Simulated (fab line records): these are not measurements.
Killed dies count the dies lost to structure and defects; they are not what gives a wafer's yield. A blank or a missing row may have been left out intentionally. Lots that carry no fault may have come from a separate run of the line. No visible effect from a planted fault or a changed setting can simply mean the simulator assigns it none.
One fault seen from 2 desks || flow sky130 || every desk sees just its own numbers, and what lay behind them comes last

## AT THE METROLOGY DESK
Means of the sampled wafers that have a number, per lot and without regard to the tool the lot ran on: this is what the gauges read. The brackets show how far a lot's mean lies from the usual mean; more than 4 standard deviations puts the lot out of limits, marked OUT.
Columns: A = cd_nm at SKY_FIELD_ISO_CD_MEAS_13, usual 150.1 nm; B = POLY_GATE_CVD_03_THK at SKY_POLY_GATE_THK_MEAS_04, usual 75.2 nm; C = cd_nm at SKY_POLY_GATE_CD_MEAS_13, usual 149.5 nm; D = cd_nm at SKY_POLY_GATE_CD_MEAS_22, usual 149 nm; E = LOCAL_INTERCONNECT_TIN_RS at SKY_LOCAL_INTERCONNECT_RS_MEAS_01, usual 14.11 ohm/sq
{"lot": "L365", "first seen here": "day 2 04:56", "A": 150.5, "B": 74.9, "C": 150.7, "D": 149, "E": 14.10}
{"lot": "L366", "first seen here": "day 2 12:58", "A": 147.2, "B": 75.7, "C": 150.9, "D": 149, "E": 13.84}
{"lot": "L368", "first seen here": "day 2 22:55", "A": 150.6, "B": 75.5, "C": 147.7, "D": 147, "E": 14.29}
{"lot": "L369", "first seen here": "day 3 06:02", "A": 149.1, "B": 74.0, "C": 149.2, "D": 152, "E": 14.20}
{"lot": "L370", "first seen here": "day 3 07:42", "A": 149.6, "B": 74.9, "C": 147.9, "D": 145, "E": 14.26}
{"lot": "L372", "first seen here": "day 3 17:26", "A": 151.7, "B": 74.2, "C": 149.8, "D": 148, "E": 13.95}
{"lot": "L374", "first seen here": "day 4 04:43", "A": 149.8, "B": 75.7, "C": 152.0, "D": 150, "E": 13.89}
{"lot": "L380", "first seen here": "day 5 10:58", "A": 151.1, "B": 75.3, "C": 150.6, "D": 150, "E": 13.85}
{"lot": "L381", "first seen here": "day 5 18:29", "A": 151.2, "B": "79.8 (+6.3) OUT", "C": "162.9 (+8.9) OUT", "D": "165 (+5.3) OUT", "E": 14.42}
{"lot": "L384", "first seen here": "day 6 08:49", "A": 151.4, "B": 75.3, "C": 148.8, "D": 146, "E": 13.97}
This desk finds L381 out of limits, with the earliest case on L381 at day 21 08:14 (POLY_GATE_CVD_03_THK at SKY_POLY_GATE_THK_MEAS_04). L365, L366, L368, L369, L370, L372, L374, L380, L384 stayed within limits.

## FOR THE TOOL OWNER'S DESK: lpcvd-02
The tool's own readings at SKY_POLY_GATE_CVD_03 (deposits Si3N4 from DCS/NH3, target thk 75 nm, time 1290 s): means of the sampled wafers that have a number, for each lot that ran on this tool. The brackets show how far a lot's mean lies from the usual mean; more than 4 standard deviations puts the lot out of limits, marked OUT.
Columns: A = pressure_mtorr at SKY_POLY_GATE_CVD_03, usual 250.1 mTorr; B = spike_tc_lower_C at SKY_POLY_GATE_CVD_03, usual 770.7 C
{"lot": "L365", "first seen here": "day 15 03:50", "A": 249.8, "B": 770.6}
{"lot": "L366", "first seen here": "day 15 14:52", "A": 249.6, "B": 771.6}
{"lot": "L368", "first seen here": "day 16 09:41", "A": 250.7, "B": 769.8}
{"lot": "L369", "first seen here": "day 17 01:03", "A": 249.8, "B": 771.0}
{"lot": "L370", "first seen here": "day 17 01:03", "A": 249.3, "B": 771.7}
{"lot": "L372", "first seen here": "day 17 16:48", "A": 250.5, "B": 770.2}
{"lot": "L374", "first seen here": "day 18 11:42", "A": 250.5, "B": 770.6}
{"lot": "L380", "first seen here": "day 20 16:25", "A": 249.9, "B": 770.6}
{"lot": "L381", "first seen here": "day 21 06:53", "A": "300.6 (+97) OUT", "B": 769.4}
{"lot": "L384", "first seen here": "day 21 23:04", "A": 250.2, "B": 770.3}
This desk's finding: out of limits on L381; first on L381, day 21 06:53 (pressure_mtorr at SKY_POLY_GATE_CVD_03). L365, L366, L368, L369, L370, L372, L374, L380, L384 stayed within limits.

## PUT TOGETHER
On L381, at day 21 06:53, an alarm was possible from the tool owner's desk.
At day 21 08:14 the metrology desk could have sounded an alarm, on L381.
On lpcvd-02, each named lot ran SKY_POLY_GATE_CVD_03.

## WHAT THE SIMULATOR HAD PUT IN
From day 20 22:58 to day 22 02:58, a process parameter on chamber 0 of lpcvd-02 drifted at SKY_POLY_GATE_CVD_03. Setting pressure_mtorr, moved by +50, from 250. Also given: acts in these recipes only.
Lots struck among those shown: L381.
Delay (hours) between the fault's onset and each desk's first out-of-limits reading: 8 at the tool owner's desk, 9 at the metrology desk.
